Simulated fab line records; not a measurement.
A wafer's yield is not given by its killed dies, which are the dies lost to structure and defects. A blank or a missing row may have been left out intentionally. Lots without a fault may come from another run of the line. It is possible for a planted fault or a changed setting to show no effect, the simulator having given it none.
Which tool is to blame?    flow sky130    12 lots with 36 wafers sampled at 5 steps, on a route of 708 steps

## WHAT EACH GAUGE READ, for each wafer
SKY_VT_ADJUST_HVTP_TW_MEAS_11.
lot   measured      on             VT_ADJUST_HVTP_TW
L198  day 6 00:00   film_metro-01  1355 1362 1371
L199  day 6 06:19   film_metro-02  1342 1352 1341
L200  day 6 09:55   film_metro-04  1367 1366 1366
L201  day 6 18:30   film_metro-04  1367 1364 1367
L206  day 8 16:43   film_metro-01  1367 1362 1370
L208  day 8 18:49   film_metro-01  1365 1368 1355
L212  day 9 23:55   film_metro-01  1375 1368 1370
L214  day 10 07:49  film_metro-02  1352 1347 1347
L216  day 10 17:46  film_metro-04  1369 1367 1363
L217  day 11 01:37  film_metro-02  1343 1350 1349
L220  day 11 23:24  film_metro-02  1346 1344 1345
L221  day 12 00:53  film_metro-02  1353 1353 1355

SKY_VT_ADJUST_LVTN_OVL_MEAS_07.
lot   measured      on          VT_ADJUST_LVTN_OVL (nm)
L198  day 6 18:51   overlay-01  -2.5 -0.7 -0.4
L199  day 7 01:23   overlay-02  1.7 1.6 2.0
L200  day 7 05:38   overlay-01  0.9 -1.2 -0.4
L201  day 7 12:50   overlay-01  -0.3 -0.1 0.2
L206  day 9 13:15   overlay-02  -0.5 0.5 -0.5
L208  day 9 15:32   overlay-01  1.5 2.6 2.3
L212  day 10 22:14  overlay-02  3.2 3.6 3.2
L214  day 11 06:29  overlay-02  -0.2 -0.2 -1.4
L216  day 11 16:33  overlay-01  2.0 1.9 1.1
L217  day 12 01:12  overlay-02  2.2 1.5 1.2
L220  day 12 23:29  overlay-02  0.4 2.0 1.3
L221  day 13 01:36  overlay-02  -0.7 -0.6 0.4

SKY_VT_ADJUST_NCORE_TW_MEAS_11.
lot   measured      on             VT_ADJUST_NCORE_TW
L198  day 8 09:36   film_metro-01  220.8 220.2 219.2
L199  day 8 17:40   film_metro-02  218.1 217.7 218.6
L200  day 8 22:02   film_metro-02  216.9 217.8 215.5
L201  day 9 05:42   film_metro-02  216.2 216.3 215.3
L206  day 11 10:26  film_metro-03  115.9 115.6 117.6
L208  day 11 13:25  film_metro-02  118.1 118.6 119.0
L212  day 12 22:05  film_metro-02  219.7 217.6 217.8
L214  day 13 06:56  film_metro-01  220.7 219.6 221.1
L216  day 13 17:59  film_metro-01  220.0 221.5 221.0
L217  day 14 04:13  film_metro-02  218.5 219.3 219.7
L220  day 15 04:00  film_metro-02  220.4 219.6 221.3
L221  day 15 05:28  film_metro-02  219.9 219.8 218.4

## WHICH TOOL RAN EACH LOT (tool, then ch and the chambers of the sampled wafers, then the start)
lot   SKY_VT_ADJUST_LVTN_STRIP_09           SKY_VT_ADJUST_NCORE_IMPLANT_09
L198  plasma_asher-02 ch 0,1, day 6 19:02   implanter-04 ch 0, day 8 09:21
L199  plasma_asher-03 ch 0, day 7 01:34     implanter-02 ch 0, day 8 17:26
L200  plasma_asher-01 ch 0, day 7 05:49     implanter-04 ch 0, day 8 21:47
L201  plasma_asher-02 ch 0,1, day 7 13:02   implanter-04 ch 0, day 9 05:27
L206  plasma_asher-02 ch 0,1, day 9 13:26   implanter-04 ch 0, day 11 10:13
L208  plasma_asher-03 ch 0,1, day 9 15:43   implanter-04 ch 0, day 11 13:11
L212  plasma_asher-02 ch 0,1, day 10 22:25  implanter-03 ch 0, day 12 21:50
L214  plasma_asher-02 ch 0,1, day 11 06:40  implanter-03 ch 0, day 13 06:41
L216  plasma_asher-01 ch 0,1, day 11 16:44  implanter-02 ch 0, day 13 17:44
L217  plasma_asher-03 ch 0,1, day 12 01:23  implanter-02 ch 0, day 14 03:58
L220  plasma_asher-03 ch 0,1, day 12 23:40  implanter-03 ch 0, day 15 03:45
L221  plasma_asher-03 ch 0, day 13 01:47    implanter-04 ch 0, day 15 05:13
- SKY_VT_ADJUST_LVTN_STRIP_09: strips in O2/N2.
- SKY_VT_ADJUST_NCORE_IMPLANT_09

## AS READ BY THE TOOLS THEMSELVES (means over the sampled wafers that have a number; for cases with no such wafer, the mark the record gives instead)
SKY_VT_ADJUST_LVTN_STRIP_09.
lot   tool             drypump_motor_current_A (A)  oes_product_au (a.u.)  strip_time_to_endpoint_s (s)
L198  plasma_asher-02  5.9                          0.723                  36.87
L199  plasma_asher-03  6.0                          0.724                  36.97
L200  plasma_asher-01  5.3                          0.725                  36.82
L201  plasma_asher-02  6.1                          0.722                  36.95
L206  plasma_asher-02  6.1                          0.719                  36.90
L208  plasma_asher-03  5.7                          0.726                  36.94
L212  plasma_asher-02  6.1                          0.726                  37.04
L214  plasma_asher-02  5.9                          0.723                  36.73
L216  plasma_asher-01  5.8                          0.720                  36.90
L217  plasma_asher-03  5.6                          0.721                  36.92
L220  plasma_asher-03  5.7                          0.720                  37.01
L221  plasma_asher-03  6.0                          0.726                  36.83

SKY_VT_ADJUST_NCORE_IMPLANT_09.
lot   tool          beam_energy_keV  dose_ions_cm2  faraday_current_uA
L198  implanter-04  9.999            2.4007e+12     13.61
L199  implanter-02  9.999            2.4012e+12     13.33
L200  implanter-04  9.999            2.3984e+12     13.44
L201  implanter-04  10.000           2.3999e+12     13.45
L206  implanter-04  9.998            2.3927e+11     1.33
L208  implanter-04  9.999            2.4220e+11     1.40
L212  implanter-03  10.000           2.4000e+12     13.69
L214  implanter-03  10.005           2.3974e+12     13.63
L216  implanter-02  10.005           2.4016e+12     13.41
L217  implanter-02  9.997            2.4002e+12     13.58
L220  implanter-03  9.998            2.4015e+12     14.00
L221  implanter-04  10.004           2.3991e+12     13.56

## THE ANSWER, worked out from the rows above alone
Rule: usual is defined by the lots themselves. Put in order of their means at a reading, lots are off if they are a third of the lots or fewer, leave a main group of 4 or more, and stand apart from it by a gap of 3 or more times the standard deviation of the main group's means; of several such gaps the widest counts. Not used: any main group whose means are identical at the precision the tables above print for the reading. A lot without any number at a reading at which 4 lots or more have one is off too. Any other lot the step has rows for is counted as sound. After the gauges, taken in route order, come the tools' own readings; for these a lot's mean is taken, as printed above. The first step at which some lot is off is used, and at that step the reading that is off furthest; a lot without a number counts as furthest.
Off: at SKY_VT_ADJUST_NCORE_TW_MEAS_11 (VT_ADJUST_NCORE_TW), L206, L208. For the main group the mean is 218.9 and the standard deviation 1.6.
If a tool, at a process step before that reading, ran all the lots that are off and no sound lot after the first of them, it fits. The gauges at SKY_VT_ADJUST_NCORE_TW_MEAS_11 aren't tried: what is off there is off at SKY_VT_ADJUST_NCORE_IMPLANT_09 too, on other tools, and a gauge's error can't cause that. Of those tried, none fits.

## WHAT THE SIMULATOR HAD INSERTED
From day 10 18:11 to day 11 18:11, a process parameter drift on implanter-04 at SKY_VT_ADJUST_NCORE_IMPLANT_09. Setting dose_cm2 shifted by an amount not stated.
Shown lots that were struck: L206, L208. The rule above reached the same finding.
